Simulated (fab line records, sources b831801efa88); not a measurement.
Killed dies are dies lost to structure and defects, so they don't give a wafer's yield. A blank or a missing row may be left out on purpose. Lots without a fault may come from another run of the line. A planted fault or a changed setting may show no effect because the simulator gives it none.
Which tool did it? | flow gf180mcu | 14 lots, 42 wafers sampled, at 1 step of a route of 602

WHAT THE GAUGES READ, wafer by wafer
GF_VT_IMPLANT_RS_MEAS_49: measures by four-point-probe. Usual: MVPSD_RS 1168.9 ohm/sq, standard deviation 2.5.
lot  | measured     | on            | MVPSD_RS (ohm/sq)    | flag
L383 | day 7 13:47  | film_metro-04 | 1169.0 1164.9 1167.6 |
L385 | day 8 03:48  | film_metro-04 | 1167.5 1168.4 1168.6 |
L384 | day 8 05:05  | film_metro-04 | 1169.0 1164.4 1164.2 |
L386 | day 8 11:11  | film_metro-02 | 1169.3 1166.9 1167.0 |
L387 | day 8 18:28  | film_metro-04 | 1167.3 1168.3 1169.6 |
L388 | day 8 22:28  | film_metro-02 | 1168.3 1169.4 1166.3 |
L391 | day 9 21:23  | film_metro-02 | 1172.2 1168.2 1169.0 |
L393 | day 10 13:49 | film_metro-04 | 1164.4 1167.6 1167.6 |
L395 | day 11 00:07 | film_metro-02 | 1167.6 1168.6 1170.8 |
L396 | day 11 05:32 | film_metro-02 | 1165.3 1163.7 1166.5 |
L397 | day 11 15:01 | film_metro-04 | 1171.1 1168.6 1172.3 |
L398 | day 11 20:56 | film_metro-04 | 1169.8 1172.0 1170.1 |
L399 | day 12 02:35 | film_metro-03 | 1164.4 1164.2 1167.0 |
L401 | day 12 15:11 | film_metro-02 | 1167.3 1167.9 1171.4 |

WHICH TOOL RAN EACH LOT (tool, then ch and the chambers of the sampled wafers, then the start)
The record holds no process step before these readings.

WHAT THE TOOLS THEMSELVES READ (means of the sampled wafers that have a number; where no wafer has one, the mark that the record gives instead)
The record holds no such reading with a usual standard deviation.

THE ANSWER, worked out from the rows above alone
Rule: a lot is off if the mean of its wafers that have a number lies more than 3 standard deviations from the usual mean. A lot without any number at a reading at which 4 lots or more have one is off too. The other lots that the step has rows for count as sound. The gauges are gone through in route order, then the tools' own readings, and for those a lot's mean is taken as printed above. The first step at which some lot is off is used, and at that step the reading that is off furthest; a lot without a number counts as furthest.
No lot is off at any reading shown: from this, nothing can be told.

WHAT THE SIMULATOR HAD PUT IN
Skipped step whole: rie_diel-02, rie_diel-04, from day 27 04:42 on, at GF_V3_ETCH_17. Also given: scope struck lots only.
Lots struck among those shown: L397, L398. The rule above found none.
